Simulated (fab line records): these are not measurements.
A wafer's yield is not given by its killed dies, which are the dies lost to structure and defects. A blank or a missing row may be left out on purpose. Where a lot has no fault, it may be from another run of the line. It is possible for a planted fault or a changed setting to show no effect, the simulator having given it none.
Comparing a struck lot with a sound one	flow sfq line	41 out of 325 route steps
Sound: these wafers, L136.1, L136.2, L136.6. Struck: wafers L138.3, L138.6 (left out: L138.5, a lot-mate that was not struck); the cause follows at the end.
Each step with rows lists, per side, the tool, then ch with its chambers, then its first start. Under that, the readings that differ: sound wafers	struck wafers	difference of the means	sigmas: that difference in standard deviations of wafers without a fault.
alike: readings with means less than 2 such deviations apart, plus words and numbers identical on both sides. not compared: withheld readings, readings lacking a value on some wafer, bounds such as >300 that could conceal the same value, and numbers that have no deviation in the record and whose values overlap.
A row with sigmas, a row that says differs or no value, or rows on one side alone: a step with any of these is where the two part. Numbers that have no deviation but don't overlap get no sigmas and don't part them. A reading that every wafer of one side lacks parts them only if that side has two wafers or more.

first, 6 steps without rows for these wafers: SFQ_TRILAYER_M7_LITHO_COAT_182 (resist thk 62 nm); SFQ_TRILAYER_M7_LITHO_COAT_177 (resist thk 600 nm); SFQ_TRILAYER_M7_LITHO_SOFTBAKE_181; SFQ_TRILAYER_M7_LITHO_EXPOSE_178 (exposes mask M7, target cd 500 nm); SFQ_TRILAYER_M7_LITHO_PEB_180 (peb time 60 s); SFQ_TRILAYER_M7_LITHO_DEVELOP_179 (time 60 s).
SFQ_M7_OVL_MEAS_945:
  struck on overlay-01, day 68 11:00; sound on overlay-02, day 67 14:45
  alike: M7_OVL
SFQ_TRILAYER_M7_BARC_OPEN_METAL_ETCH_229: etches BARC in O2, target depth 125 nm, time 41.7 s.
  sound on rie metal-03 ch 0,1, day 67 14:47; struck on rie metal-02 ch 0,1, day 68 11:03
  alike: bias w, drypump motor current A, oes product au
  not compared: rf hours counter h
then, 1 step without rows for these wafers: SFQ_TRILAYER_M7_ETCH_METAL_ETCH_180 (etches Nb in Cl2/Ar, stops on SiO2, target depth 240 nm, time 120 s).
SFQ_TRILAYER_M7_STRIP_STRIP_181: strips in O2.
  sound on rie metal-03 ch 0,1, day 67 14:58; struck on rie metal-02 ch 0,1, day 68 11:25
  alike: drypump motor current A, oes product au, platen temp c
  not compared: rf hours counter h
then, 1 step without rows for these wafers: SFQ_TRILAYER_M7_STRIP_SOLV_CLEAN_182 (cleans in NMP, time 600 s).
SFQ_TRILAYER_I7_DEP_PECVD_183: deposits SiO2 from SiH4/N2O, time 111.11 s, target thk 500 nm.
  sound on pecvd-02 ch 0,1,2, day 67 15:44; struck on pecvd-02 ch 0, day 68 11:59
  alike: heater power w, throttle valve pct
  not compared: since wet clean h
SFQ_TRILAYER_I7_CMP_CMP_184: polishes SiO2.
  sound on cmp-02 ch 0,2, day 67 15:49; struck on cmp-02 ch 0,2, day 68 15:31
reading	sound	struck	difference	sigmas
time to endpoint s (s)	202 208 220	275 277	+66	+9
model.SiO2_of_TRILAYER_I7_DEP_PECVD_183.thk nm (nm)	197.7 200.3 200.2	303.4 304.8	+104.7	
  alike: motor current A
SFQ_I7_BOW_MEAS_946:
  struck on film metro-04, day 68 17:04; sound on film metro-03, day 67 18:49
  alike: I7_BOW
SFQ_TRILAYER_I7_METRO_MEASURE_185:
  struck on film metro-04, day 68 17:32; sound on film metro-03, day 67 18:56
reading	sound	struck	difference	sigmas
thk nm (nm)	197.7 200.4 200.0	303.4 304.8	+104.7	+99 or more
then, 6 steps without rows for these wafers: SFQ_TRILAYER_I7_VIA_LITHO_COAT_192 (resist thk 62 nm); SFQ_TRILAYER_I7_VIA_LITHO_COAT_187 (resist thk 650 nm); SFQ_TRILAYER_I7_VIA_LITHO_SOFTBAKE_191; SFQ_TRILAYER_I7_VIA_LITHO_EXPOSE_188 (exposes mask I7, target cd 1000 nm); SFQ_TRILAYER_I7_VIA_LITHO_PEB_190 (peb time 60 s); SFQ_TRILAYER_I7_VIA_LITHO_DEVELOP_189 (time 60 s).
SFQ_I7_OVL_MEAS_947:
  struck on overlay-01, day 68 23:08; sound on overlay-01, day 67 22:31
  alike: I7_OVL
SFQ_TRILAYER_I7_VIA_BARC_OPEN_VIA_ETCH_260: etches BARC in O2, target depth 125 nm, time 41.7 s.
  sound on rie diel-03 ch 0,2,3, day 67 22:33; struck on rie diel-03 ch 2,3, day 68 23:09
  alike: bias w, drypump motor current A, oes product au
  not compared: rf hours counter h
SFQ_TRILAYER_I7_VIA_ETCH_VIA_ETCH_190: etches SiO2 in CHF3, stops on Nb, target depth 260 nm.
  sound on rie diel-03 ch 0,2,3, day 67 22:35; struck on rie diel-03 ch 2,3, day 68 23:11
reading	sound	struck	difference	sigmas
oes product au (a.u.)	0.849 0.852 0.857	1.005 0.999	+0.149	+30
model.I7.feature depth nm (nm)	197.7 200.3 200.2	261.9 255.9	+59.5	
model.etch.depth nm (nm)	197.7 200.3 200.2	261.9 255.9	+59.5	
  alike: bias w, drypump motor current A
SFQ_TRILAYER_I7_VIA_STRIP_STRIP_191: strips in O2.
  sound on rie metal-01 ch 0,1, day 67 22:43; struck on rie metal-01 ch 0,1, day 68 23:31
  alike: drypump motor current A, oes product au, platen temp c
  not compared: rf hours counter h
then, 8 steps without rows for these wafers: SFQ_TRILAYER_I7_VIA_STRIP_SOLV_CLEAN_192 (cleans in NMP, time 600 s); SFQ_TRILAYER_M8_LITHO_LOR_COAT_197; SFQ_TRILAYER_M8_LITHO_LOR_BAKE_198; SFQ_TRILAYER_M8_LITHO_COAT_193 (resist thk 600 nm); SFQ_TRILAYER_M8_LITHO_SOFTBAKE_199; SFQ_TRILAYER_M8_LITHO_EXPOSE_194 (exposes mask M8, target cd 2000 nm); SFQ_TRILAYER_M8_LITHO_PEB_196 (peb time 60 s); SFQ_TRILAYER_M8_LITHO_DEVELOP_195 (img clear 15 s, time 55 s).
-- the record jumps here: 3 days lie between the struck wafers' starts before and after --
SFQ_M8_OVL_MEAS_948:
  struck on overlay-01, day 71 20:49; sound on overlay-02, day 70 23:13
  alike: M8_OVL
then, 3 steps without rows for these wafers: SFQ_TRILAYER_M8_DEP_EVAP_197 (material Ti, target thk 20 nm, time 100 s); SFQ_TRILAYER_M8_DEP_EVAP_198 (material Pt, target thk 50 nm, time 250 s); SFQ_TRILAYER_M8_DEP_EVAP_196 (material Au, target thk 180 nm, time 900 s).
SFQ_M8_RS_MEAS_949: measurement is done with a four-point probe.
  struck on film metro-02, day 71 21:38; sound on film metro-02, day 70 23:59
  alike: M8_AU_RS
SFQ_M8_THK_MEAS_950: measures by xrf.
  struck on film metro-02, day 71 21:44; sound on film metro-02, day 71 00:07
  alike: M8_AU_THK
then, 1 step without rows for these wafers: SFQ_TRILAYER_M8_LIFTOFF_LIFTOFF_197 (chemistry NMP, time 600 s).
SFQ_M8_BOW_MEAS_951:
  struck on film metro-03, day 71 21:59; sound on film metro-03, day 71 00:20
reading	sound	struck	difference	sigmas
model.etest.i7.link ohm	1.058 1.075 1.067	1e+06 1e+06	+1e+06	
  alike: M8_BOW

## WHERE THEY PART
At SFQ_TRILAYER_I7_CMP_CMP_184 first; at SFQ_TRILAYER_I7_VIA_ETCH_VIA_ETCH_190 last (within this record only). Later steps at which nothing parts them and some readings are alike: SFQ_TRILAYER_I7_VIA_STRIP_STRIP_191, SFQ_M8_OVL_MEAS_948, SFQ_M8_RS_MEAS_949, SFQ_M8_THK_MEAS_950, SFQ_M8_BOW_MEAS_951.

WHY: what had been put in by the simulator
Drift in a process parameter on cmp-02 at SFQ_TRILAYER_I7_CMP_CMP_184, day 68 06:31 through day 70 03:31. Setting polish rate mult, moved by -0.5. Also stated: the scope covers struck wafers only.
